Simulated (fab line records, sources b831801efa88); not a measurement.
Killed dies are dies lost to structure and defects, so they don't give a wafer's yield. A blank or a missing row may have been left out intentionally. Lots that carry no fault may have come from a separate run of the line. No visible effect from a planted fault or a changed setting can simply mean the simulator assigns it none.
fab line records | flow sfqLine
[record] lots = 14 wafers = 42 lastDay = 86
route steps=325 shown I1@75 I3@146 A5B@210 I6@268
lots that met no fault: from a run of the same line without faults
startH: hours from the record's first day to the start of the lot's first wafer shown | waitH: how many hours have passed since the lot's step before this one | " identical to the entry in the row above | L1.1+2: one row covering several wafers at once | - no value, or no start given | * or withheld: withheld | < > ~ a bound
route shown NAME@n: a module of which the file shows steps, and the number in the route of the first | usual: average and standard deviation across the fault-free wafers | same: alike in all rows | chamber/n: place in a boat | sites: the reading at each site | _std_site: the values' standard deviation | _edge_site: mean of outer sites minus mean of inner sites | radiusMm: how far each site lies from the wafer's centre | mask NAME#n: copy n | behind: the most recent tool/chamber to have shaped the wafer | hold: the reason the lot was held/the length of the hold in hours/how it ended | device: transistor that didn't switch, given as n, p or np | end of line: tests of these same wafers at the route's end | a step without rows: its recipe alone | killed: at the first sort, the dies lost to defects and structure; wafer yield is something else | map: a wafer's dies, marking killed ones x, the rest . and places with no die _
set.NAME: the setting as run; set.NAME@STEP: as run at that earlier step | model.NAME: the simulator's own value behind a step, which no gauge read
the route's steps for a sample of lots (tables are steps, rows are wafers)
services: a tool's chamber out of use, with start hour (startH, from the record's first day; less than 0 if before it), hours out, and reason
[[steps]]
[step SFQ_I1_BOW_MEAS_912]
[recipe] mode = bow
[usual] I1_BOW = 0/8.8
// columns lot.wafer tool chamber startH waitH I1_BOW[um]
L878.3 filmMetro-04 - 367.83 1.0 -3
L878.5 " - " " 6
L878.6 " - " " 2
L879.3 filmMetro-01 - 388.83 1.0 -6
L879.5 " - " " 5
L879.6 " - " " -15
L882.1 filmMetro-04 - 544.94 1.0 -9
L882.2 " - " " -11
L882.6 " - " " -8
L883.1 filmMetro-04 - 558.15 1.5 7
L883.4 " - " " -4
L883.6 " - " " -2
L884.1 filmMetro-03 - 582.92 1.0 -2
L884.3 " - " " 18
L884.4 " - " " 18
L885.1 filmMetro-01 - 605.94 2.5 -5
L885.2 " - " " -4
L885.3 " - " " -8
L886.1 filmMetro-04 - 614.70 1.0 -2
L886.5 " - " " -10
L886.6 " - " " -4
L887.1 filmMetro-04 - 624.93 1.5 3
L887.3 " - " " -6
L887.6 " - " " 10
L889.2 filmMetro-04 - 653.40 1.0 -6
L889.3 " - " " -5
L889.6 " - " " 5
L894.2 filmMetro-03 - 669.60 1.0 11
L894.3 " - " " 4
L894.4 " - " " 9
L895.2 filmMetro-04 - 673.84 2.0 -8
L895.5 " - " " 5
L895.6 " - " " -10
L896.1 filmMetro-03 - 676.18 2.0 0
L896.3 " - " " -10
L896.4 " - " " 4
L897.1 filmMetro-04 - 679.78 1.5 0
L897.3 " - " " -4
L897.4 " - " " 3
L898.3 filmMetro-01 - 682.26 2.5 30
L898.5 " - " " 16
L898.6 " - " " 3
[step SFQ_TRILAYER_I3_VIA_STRIP_STRIP_089]
[recipe] gas = O2 powerW = 200 platenTempC = 40 overashFraction = 0.65 chemistry = O2 pressureMtorr = 50
[usual] drypumpMotorCurrentA = 6.0/0.54 oesProductAu = 0.999/0.0075
// columns lot.wafer tool chamber startH waitH drypumpMotorCurrentA oesProductAu rfHoursCounterH
L878.3 rieMetal-03 1 816.33 - 6.1 0.998 -
L878.5 " 1 " " 6.1 0.998 -
L878.6 " 0 " " 6.6 1.009 -
L879.3 rieMetal-02 1 817.53 - 5.2 0.995 -
L879.5 " 0 " " 6.1 1.013 -
L879.6 " 1 " " 5.2 1.005 -
L882.1 rieMetal-04 0 878.17 - 4.8 0.996 123
L882.2 " 1 " " 5.7 1.003 114
L882.6 " 1 " " 5.8 1.001 -
L883.1 rieMetal-02 1 885.26 - 5.2 0.991 132
L883.4 " 1 " " 5.2 1.003 -
L883.6 " 0 " " 6.1 1.011 -
L884.1 rieMetal-03 1 921.62 - 6.1 0.998 64
L884.3 " 0 " " 6.6 1.009 -
L884.4 " 1 " " 6.1 1.000 -
L885.1 rieMetal-03 0 937.22 - 6.6 0.999 59
L885.2 " 1 " " 6.1 0.994 67
L885.3 " 0 " " 6.6 1.003 -
L886.1 rieMetal-03 1 939.62 - 6.1 0.994 68
L886.5 " 0 " " 6.7 1.003 -
L886.6 " 1 " " 6.1 0.993 -
L887.1 rieMetal-02 0 947.10 - 6.2 1.007 142
L887.3 " 0 " " 6.2 0.992 -
L887.6 " 0 " " 6.2 1.006 -
L889.2 rieMetal-02 0 1133.10 - 6.1 1.007 29
L889.3 " 0 " " 6.1 1.009 -
L889.6 " 1 " " 5.2 0.999 -
L894.2 rieMetal-03 0 1146.10 - 6.6 0.996 92
L894.3 " 0 " " 6.6 0.991 -
L894.4 " 1 " " 6.1 0.975 -
L895.2 rieMetal-03 1 1148.50 - 6.1 0.988 101
L895.5 " 1 " " 6.1 0.990 -
L895.6 " 0 " " 6.6 1.002 -
L896.1 rieMetal-02 0 1150.90 - 6.2 0.995 34
L896.3 " 1 " " 5.2 0.989 -
L896.4 " 0 " " 6.1 0.990 -
L897.1 rieMetal-03 0 1157.00 - 6.6 1.003 93
L897.3 " 0 " " 6.6 1.003 -
L897.4 " 1 " " 6.1 0.986 -
L898.3 rieMetal-03 1 1160.80 - 6.1 0.988 -
L898.5 " 0 " " 6.6 0.991 -
L898.6 " 1 " " 6.1 0.978 -
[step SFQ_TRILAYER_A5B_CMP_CMP_130]
[recipe] stopOn = Nb downForcePsi = 3 platenRpm = 60 targetThkNm = 340.7
[usual] headPressurePsi = 3.001/0.0061 motorCurrentA = 10.4/1.1 retainingRingPressureFrac = 1.000/0.0055 slurryFilterDpKPa = 13.49/0.15 slurryFlowMlMin = 150.1/0.45
// columns lot.wafer tool chamber startH waitH headPressurePsi motorCurrentA retainingRingPressureFrac slurryFilterDpKPa slurryFlowMlMin
L878.3 cmp-01 3 1116.76 10.4 2.996 10.5 0.994 13.45 149.8
L878.6 " 0 " " 3.001 11.0 0.996 13.23 150.1
L878.5 " 1 " " 3.000 10.1 0.998 13.64 149.5
L879.3 cmp-01 1 1118.76 10.0 2.998 9.9 1.000 13.42 150.3
L879.5 " 0 1120.26 11.4 3.003 10.4 0.999 13.89 149.5
L879.6 " 1 " " 2.998 10.3 1.004 13.26 150.5
L882.1 cmp-02 3 1427.11 0.0 2.999 12.1 1.009 13.47 150.4
L882.2 " 1 1428.11 1.0 2.994 11.4 0.999 13.71 149.3
L882.6 " 3 1429.11 2.0 3.007 12.5 1.011 13.40 150.2
L883.1 cmp-01 0 1442.61 0.0 3.006 10.4 0.995 13.44 149.7
L883.4 " 3 1444.11 1.5 2.991 10.7 1.002 13.20 149.9
L883.6 " 1 1445.11 2.5 2.994 10.0 1.000 13.38 149.9
L884.1 cmp-01 0 1478.59 1.2 3.006 10.8 0.999 13.45 149.5
L884.3 " 1 " " 3.004 9.5 0.994 13.22 149.7
L884.4 " 2 " " 3.001 8.2 1.002 13.71 150.1
L885.3 cmp-02 1 1506.13 0.6 3.001 11.3 1.001 13.42 150.2
L885.1 " 2 " " 2.994 10.3 0.996 13.36 149.6
L885.2 " 3 " " 3.002 11.6 0.997 13.44 150.0
L886.1 cmp-02 2 1510.20 1.0 3.007 10.2 0.995 13.72 150.7
L886.6 " 0 1511.20 2.0 2.997 10.1 1.003 13.66 149.8
L886.5 " 1 " " 3.005 11.5 0.994 13.44 150.0
L887.1 cmp-02 3 1515.00 1.0 2.994 11.5 0.999 13.81 150.1
L887.3 " 0 " " 3.007 9.9 0.999 13.66 150.3
L887.6 " 2 1516.50 2.5 3.008 11.0 1.006 13.51 150.0
L889.2 cmp-02 3 1553.24 10.4 2.998 12.3 0.995 13.64 149.9
L889.3 " 2 1554.74 11.9 3.007 10.3 0.996 13.62 150.2
L889.6 " 3 " " 2.990 11.6 0.984 13.63 150.0
L894.3 cmp-01 1 1584.39 11.5 3.007 10.1 1.005 13.45 150.1
L894.4 " 2 " " 3.186 8.6 1.012 13.63 150.4
L894.2 " 3 " " 3.000 10.0 0.995 13.31 149.8
L895.2 cmp-01 1 1588.39 11.9 2.996 9.4 1.002 13.59 149.9
L895.5 " 2 " " 3.200 8.3 1.000 13.16 150.4
L895.6 " 3 " " 3.004 10.3 1.000 13.55 150.1
L896.3 cmp-02 0 1589.24 10.4 3.010 9.4 0.997 13.58 149.9
L896.4 " 1 " " 2.992 11.4 0.998 13.47 149.3
L896.1 " 3 1590.74 11.9 3.005 11.8 1.001 13.57 150.2
L897.1 cmp-02 3 1592.24 5.0 2.997 11.7 0.995 13.20 149.9
L897.3 " 1 1593.24 6.0 2.999 11.3 0.993 13.15 150.5
L897.4 " 2 " " 3.004 10.2 1.009 13.43 150.9
L898.3 cmp-02 0 1595.24 0.8 3.010 10.3 1.004 13.51 150.4
L898.5 " 0 1597.24 2.7 3.003 10.2 0.997 13.47 149.2
L898.6 " 1 " " 3.005 11.1 1.006 13.48 149.8
[step SFQ_I6_BOW_MEAS_941]
[recipe] mode = bow
[usual] I6_BOW = 4/11
// columns lot.wafer tool chamber startH waitH I6_BOW[um]
L878.3 filmMetro-01 - 1628.86 1.5 -4
L878.5 " - " " 4
L878.6 " - " " 1
L879.3 filmMetro-03 - 1630.28 1.5 -12
L879.5 " - " " -2
L879.6 " - " " -22
L882.1 filmMetro-03 - 1710.32 2.5 -15
L882.2 " - " " -17
L882.6 " - " " -14
L883.1 filmMetro-01 - 1712.12 2.0 13
L883.4 " - " " 1
L883.6 " - " " 4
L884.1 filmMetro-03 - 1757.48 1.0 6
L884.3 " - " " 27
L884.4 " - " " 27
L885.1 filmMetro-03 - 1776.26 1.0 6
L885.2 " - " " 6
L885.3 " - " " 1
L886.1 filmMetro-03 - 1803.53 1.5 -3
L886.5 " - " " -11
L886.6 " - " " -7
L887.1 filmMetro-03 - 1806.57 1.5 -2
L887.3 " - " " -12
L887.6 " - " " 4
L889.2 filmMetro-02 - 1811.35 1.0 -7
L889.3 " - " " -7
L889.6 " - " " 4
L894.2 filmMetro-02 - 1835.06 2.0 9
L894.3 " - " " 3
L894.4 " - " " 9
L895.2 filmMetro-02 - 1840.51 1.0 1
L895.5 " - " " 14
L895.6 " - " " -1
L896.1 filmMetro-02 - 1847.61 2.0 1
L896.3 " - " " -9
L896.4 " - " " 6
L897.1 filmMetro-03 - 1850.61 2.0 3
L897.3 " - " " 0
L897.4 " - " " 6
L898.3 filmMetro-02 - 1854.54 1.5 36
L898.5 " - " " 23
L898.6 " - " " 10
[[services]]
// columns tool chamber startH hours kind
cmp-02 - 815.02 0.2 repair
rieMetal-03 0 863.06 8.7 repair
rieMetal-03 1 864.56 7.5 repair
rieMetal-03 1 893.49 1.3 repair
cmp-02 - 904.29 0.2 repair
cmp-02 - 919.47 4.0 pm
cmp-02 - 930.02 0.6 repair
rieMetal-03 - 981.79 0.2 repair
cmp-02 - 1006.23 1.5 repair
cmp-02 - 1010.65 0.4 repair
cmp-02 - 1014.02 3.2 pm
cmp-02 - 1055.73 0.8 repair
rieMetal-03 - 1085.31 15.8 repair
rieMetal-03 - 1138.70 2.8 pm
rieMetal-03 - 1205.98 1.4 pm
cmp-02 - 1222.93 1.5 repair
cmp-02 - 1261.19 4.0 pm
cmp-02 - 1275.02 1.8 repair
cmp-02 - 1289.50 3.1 repair
cmp-02 - 1366.58 0.5 repair
cmp-02 - 1381.27 5.0 pm
rieMetal-03 1 1396.74 3.9 repair
cmp-02 - 1422.42 4.4 pm
rieMetal-03 0 1532.72 6.4 repair
[[key]]
[firstSign] step = SFQ_TRILAYER_A5B_CMP_CMP_130 reading = headPressurePsi direction = up sigmas = 32 usual = 3.001 struck = 3.193
effect none on later readings
metAt SFQ_TRILAYER_A5B_CMP_CMP_130
struckLots L894,L895
struckWafers L894.4,L895.5
notActingAt SFQ_I1_BOW_MEAS_912,SFQ_TRILAYER_I3_VIA_STRIP_STRIP_089,SFQ_I6_BOW_MEAS_941
onsetBetween 1478.59 1584.39
[fault] kind = processParameterDrift tool = cmp-01 chamber = 2 onsetH = 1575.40 steps = SFQ_TRILAYER_A5B_CMP_CMP_130 channel = downForcePsi offset = 0.19171 shape = step endH = 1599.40 actsIn = theseRecipesOnly stated = 3
